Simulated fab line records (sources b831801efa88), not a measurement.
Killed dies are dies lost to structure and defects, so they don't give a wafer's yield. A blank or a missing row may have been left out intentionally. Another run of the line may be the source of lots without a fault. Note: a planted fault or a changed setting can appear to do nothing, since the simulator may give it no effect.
fab line records	flow sky130
[record] lots = 14	wafers = 42	last_day = 50
route steps=708 shown VT_ADJUST_PCH@153 SD_P@325 LI_CONTACT@364
lots untouched by any fault: they come from a run of this same line in which no faults occurred
start_h: hours from the record's first day to the start of the lot's first wafer shown	wait_h: hours elapsed since this lot's preceding step	" the same as in the row above	L1.1+2: several wafers, shown together as one row	- value missing, or start not given	* or withheld: withheld	< > ~ a bound
route shown NAME@n: a module of which the file shows steps, and the number in the route of the first	usual: the fault-free wafers' mean and standard deviation	same: alike in all rows	chamber/n: place in a boat	sites: readings site by site	_std_site: how widely they spread, as a standard deviation	_edge_site: outer sites' mean less inner sites'	radius_mm: for every site, how far away it sits from the centre of the wafer	mask NAME#n: copy n	behind: the last tool/chamber to shape the wafer	hold: why the lot went on hold/how many hours it stayed there/how the hold came to an end	device: the n, p or np transistor that did not switch	end of line: the tests these same wafers got at the end of their route	where a step has no rows: the recipe by itself	killed: count of dies lost to structure and defects at first sort (not the wafer's yield)	map: dies across one wafer; x = killed, . = not, _ = none there
set.NAME: the setting the step ran with; set.NAME@STEP: the setting that earlier step ran with	model.NAME: the simulator's own value behind a step, which no gauge read
a sample of lots followed through the steps of the route, with each step as a table and each wafer as a row
services: from which hour (start_h, from the record's first day; less than 0 if before it) a tool's chamber was out of use, for how many hours, and why
[[steps]]
[step SKY_VT_ADJUST_PCH_TW_MEAS_10]
[usual] VT_ADJUST_PCH_TW = 143.2/0.79
lot.wafer	tool	chamber	start_h	wait_h	VT_ADJUST_PCH_TW
L551.2	film_metro-03	-	221.88	0.1	143.2
L551.3	"	-	"	"	143.3
L551.4	"	-	"	"	143.3
L552.3	film_metro-03	-	229.19	0.1	143.0
L552.5	"	-	"	"	143.6
L552.6	"	-	"	"	144.6
L553.1	film_metro-01	-	241.22	0.1	144.2
L553.2	"	-	"	"	144.6
L553.3	"	-	"	"	144.0
L554.1	film_metro-04	-	248.18	0.1	142.5
L554.3	"	-	"	"	142.9
L554.6	"	-	"	"	143.3
L555.1	film_metro-03	-	250.75	0.1	143.3
L555.2	"	-	"	"	143.6
L555.6	"	-	"	"	143.3
L556.1	film_metro-03	-	256.25	0.1	144.3
L556.4	"	-	"	"	142.7
L556.6	"	-	"	"	143.2
L558.3	film_metro-01	-	289.40	0.1	144.1
L558.4	"	-	"	"	143.4
L558.6	"	-	"	"	142.8
L559.1	film_metro-01	-	306.37	0.1	142.9
L559.4	"	-	"	"	142.6
L559.5	"	-	"	"	143.6
L564.1	film_metro-01	-	345.93	0.1	144.0
L564.2	"	-	"	"	143.6
L564.5	"	-	"	"	142.9
L567.1	film_metro-04	-	360.29	0.1	142.6
L567.3	"	-	"	"	143.4
L567.4	"	-	"	"	142.3
L569.4	film_metro-01	-	368.76	0.1	142.2
L569.5	"	-	"	"	142.3
L569.6	"	-	"	"	142.2
L571.3	film_metro-03	-	386.81	0.1	144.0
L571.4	"	-	"	"	143.8
L571.5	"	-	"	"	144.2
L572.1	film_metro-01	-	387.37	0.1	143.5
L572.2	"	-	"	"	143.3
L572.5	"	-	"	"	142.8
L574.1	film_metro-03	-	398.32	0.1	145.2
L574.3	"	-	"	"	144.9
L574.4	"	-	"	"	143.9
[step SKY_SD_P_PEB_05]
[recipe] temp_c = withheld	time_s = *	resist = NOVOLAK
[usual] chill_plate_temp_C = *	exhaust_pa = 44.8/0.94
lot.wafer	tool	chamber	start_h	wait_h	chill_plate_temp_C	exhaust_pa
L551.2	litho_track-02	0	579.16	-	*	43.8
L551.3	"	0	"	"	*	44.9
L551.4	"	0	"	"	*	42.9
L552.3	litho_track-02	0	596.94	-	*	45.1
L552.5	"	0	"	"	*	45.6
L552.6	"	0	"	"	*	44.1
L553.1	litho_track-04	0	604.30	-	*	44.5
L553.2	"	0	"	"	*	44.7
L553.3	"	0	"	"	*	44.5
L554.1	litho_track-04	0	608.60	-	*	44.3
L554.3	"	0	"	"	*	44.4
L554.6	"	0	"	"	*	43.3
L555.1	litho_track-03	0	613.91	-	*	44.8
L555.2	"	0	"	"	*	43.6
L555.6	"	0	"	"	*	45.9
L556.1	litho_track-04	0	622.20	-	*	43.0
L556.4	"	0	"	"	*	44.0
L556.6	"	0	"	"	*	45.0
L558.3	litho_track-03	0	659.26	-	*	45.3
L558.4	"	0	"	"	*	48.1
L558.6	"	0	"	"	*	44.5
L559.1	litho_track-04	0	678.70	-	*	45.0
L559.4	"	0	"	"	*	45.0
L559.5	"	0	"	"	*	45.0
L564.1	litho_track-03	-	715.61	-	-	-
L564.2	"	-	"	"	-	-
L564.5	"	-	"	"	-	-
L567.1	litho_track-04	-	729.70	-	-	-
L567.3	"	-	"	"	-	-
L567.4	"	-	"	"	-	-
L569.4	litho_track-03	0	739.83	-	*	46.3
L569.5	"	0	"	"	*	45.0
L569.6	"	0	"	"	*	44.9
L572.1	litho_track-04	0	755.80	-	*	45.0
L572.2	"	0	"	"	*	44.3
L572.5	"	0	"	"	*	44.9
L571.3	litho_track-04	0	757.15	-	*	44.1
L571.4	"	0	"	"	*	44.2
L571.5	"	0	"	"	*	43.8
L574.1	litho_track-02	0	768.34	-	*	42.3
L574.3	"	0	"	"	*	44.9
L574.4	"	0	"	"	*	43.0
[step SKY_LI_CONTACT_CMP_02]
[recipe] material = PSG	down_force_psi = 4	platen_rpm = 60	pad_velocity_m_s = 0.94248
[usual] motor_current_A = 11.9/1.6	time_to_endpoint_s = 32.4/2.8
lot.wafer	tool	chamber	start_h	wait_h	motor_current_A	time_to_endpoint_s
L551.3	cmp-02	3	639.38	0.1	14.0	37.8
L551.4	"	0	"	"	11.6	30.2
L551.2	"	1	"	"	12.2	27.3
L552.3	cmp-01	3	657.28	0.0	9.6	26.9
L552.6	"	3	"	"	10.0	28.5
L552.5	"	0	"	"	11.6	29.9
L553.3	cmp-01	2	663.80	0.0	12.1	26.5
L553.1	"	3	"	"	10.0	27.5
L553.2	"	0	"	"	12.0	31.5
L554.1	cmp-01	2	668.66	0.1	12.3	31.1
L554.3	"	0	"	"	10.3	31.1
L554.6	"	3	"	"	9.7	31.3
L555.2	cmp-01	3	673.46	0.1	10.2	28.9
L555.1	"	0	"	"	11.1	35.2
L555.6	"	3	"	"	10.2	31.4
L556.4	cmp-01	3	680.73	0.1	10.3	31.6
L556.1	"	0	"	"	11.3	33.4
L556.6	"	3	"	"	9.6	35.2
L558.4	cmp-01	3	714.66	0.0	9.8	32.9
L558.3	"	2	"	"	12.0	32.5
L558.6	"	3	"	"	10.4	31.1
L559.1	cmp-02	1	735.98	0.1	12.6	27.4
L559.4	"	2	"	"	10.0	30.1
L559.5	"	0	"	"	11.9	30.0
L564.2	cmp-01	3	772.53	0.0	10.1	31.9
L564.1	"	1	"	"	14.5	35.5
L564.5	"	0	"	"	11.2	33.4
L567.1	cmp-02	2	786.15	0.1	10.2	35.4
L567.3	"	0	"	"	10.9	31.1
L567.4	"	1	"	"	12.0	32.1
L569.4	cmp-01	0	796.15	0.1	11.0	33.6
L569.6	"	3	"	"	9.8	35.3
L569.5	"	0	"	"	11.7	34.0
L572.2	cmp-01	0	810.97	0.0	11.6	37.0
L572.1	"	2	"	"	12.8	35.1
L572.5	"	0	"	"	11.3	33.3
L571.4	cmp-02	3	811.68	0.1	14.0	39.7
L571.3	"	0	"	"	11.2	34.3
L571.5	"	1	"	"	12.4	31.2
L574.4	cmp-01	3	825.31	2.6	9.6	33.4
L574.1	"	0	"	"	11.4	33.2
L574.3	"	1	"	"	15.2	31.9
[step SKY_LI_CONTACT_ETCH_15]
[recipe] target = PSG	chemistry = C4F8/O2/Ar	stop_on = Si	taper_deg = 4.15	mask_material = KrF-thick	source_w = 1500	bias_w = 1200	pressure_mtorr = 40	c4f8_flow_sccm = withheld	O2_flow_sccm = 6	Ar_flow_sccm = 300	time_s = withheld	target_depth_a = 6000
[usual] oes_product_au = 0.836/0.0044
lot.wafer	tool	chamber	start_h	wait_h	oes_product_au
L551.2	rie_diel-04	1	668.51	0.0	0.845
L551.3	"	2	"	"	0.841
L551.4	"	3	"	"	0.844
L552.3	rie_diel-04	0	685.16	0.0	0.842
L552.5	"	0	"	"	0.834
L552.6	"	3	"	"	0.839
L553.1	rie_diel-04	1	691.20	0.0	0.835
L553.2	"	2	"	"	0.836
L553.3	"	0	"	"	0.838
L554.1	rie_diel-03	1	696.61	0.0	0.841
L554.3	"	3	"	"	0.828
L554.6	"	0	"	"	0.833
L555.1	rie_diel-04	0	700.65	0.0	0.830
L555.2	"	2	"	"	0.840
L555.6	"	1	"	"	0.836
L556.1	rie_diel-02	3	709.46	0.0	0.842
L556.4	"	1	"	"	0.843
L556.6	"	3	"	"	0.834
L558.3	rie_diel-03	0	742.70	0.0	0.839
L558.4	"	1	"	"	0.840
L558.6	"	0	"	"	0.840
L559.1	rie_diel-02	3	762.85	0.0	0.840
L559.4	"	2	"	"	0.832
L559.5	"	3	"	"	0.844
L564.1	rie_diel-02	2	799.91	0.0	0.840
L564.2	"	0	"	"	0.838
L564.5	"	0	"	"	0.834
L567.1	rie_diel-02	2	813.11	0.0	0.837
L567.3	"	0	"	"	0.840
L567.4	"	3	"	"	0.844
L569.4	rie_diel-04	2	823.15	0.0	0.842
L569.5	"	3	"	"	0.839
L569.6	"	0	"	"	0.832
L572.1	rie_diel-02	1	837.25	0.0	0.830
L572.2	"	2	"	"	0.834
L572.5	"	0	"	"	0.836
L571.3	rie_diel-03	2	837.60	0.0	0.826
L571.4	"	1	"	"	0.844
L571.5	"	2	"	"	0.834
L574.1	rie_diel-02	1	850.86	0.0	0.830
L574.3	"	2	"	"	0.836
L574.4	"	3	"	"	0.835
[[services]]
tool	chamber	start_h	hours	kind
rie_diel-03	-	566.09	4.3	pm
rie_diel-02	0	570.18	9.9	repair
cmp-01	-	572.00	4.0	pm
rie_diel-03	1	602.77	17.5	repair
rie_diel-04	-	612.68	14.6	pm
rie_diel-02	0	635.17	33.6	repair
cmp-02	-	648.66	21.6	repair
rie_diel-03	3	656.42	22.1	repair
cmp-02	-	670.22	6.5	pm
cmp-02	-	744.27	4.0	pm
cmp-02	-	753.43	2.0	repair
cmp-01	-	760.51	0.6	repair
rie_diel-02	-	763.57	0.2	repair
rie_diel-02	0	770.05	5.1	repair
cmp-02	-	782.05	0.6	repair
rie_diel-04	3	803.55	4.1	repair
rie_diel-02	-	816.31	14.6	pm
cmp-01	-	819.08	1.6	repair
cmp-02	-	822.32	3.2	repair
rie_diel-04	2	824.76	8.5	repair
cmp-02	-	830.70	1.4	repair
rie_diel-02	-	841.68	0.3	repair
rie_diel-04	-	845.58	2.8	pm
cmp-01	-	849.23	5.6	pm
[[key]]
[first_sign] step = SKY_SD_P_PEB_05	reading = tool_record	direction = missing
effect none on later readings
met_at SKY_SD_P_PEB_05
struck_lots L564,L567
sort_left_out L564.1,L564.2,L564.5,L567.1,L567.3,L567.4
tester_left_out L564,L567
not_acting_at SKY_VT_ADJUST_PCH_TW_MEAS_10,SKY_LI_CONTACT_CMP_02,SKY_LI_CONTACT_ETCH_15
onset_between 678.70 715.61
[fault] kind = skipped_step_whole	tool = litho_track-03,litho_track-04	chamber = -	onset_h = 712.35	steps = SKY_SD_P_PEB_05	scope = struck_lots_only
// tester_left_out: of these lots the tester's yield and bins aren't shown, on N5 and GAA mostly nor the transistor test; their killed dies are dies lost to structure and defects alone, not to doping, threshold or leakage, so they don't give the yield
// sort_left_out: the simulated sort isn't trusted on such a fault, so these wafers' sort isn't shown, and their yield isn't known
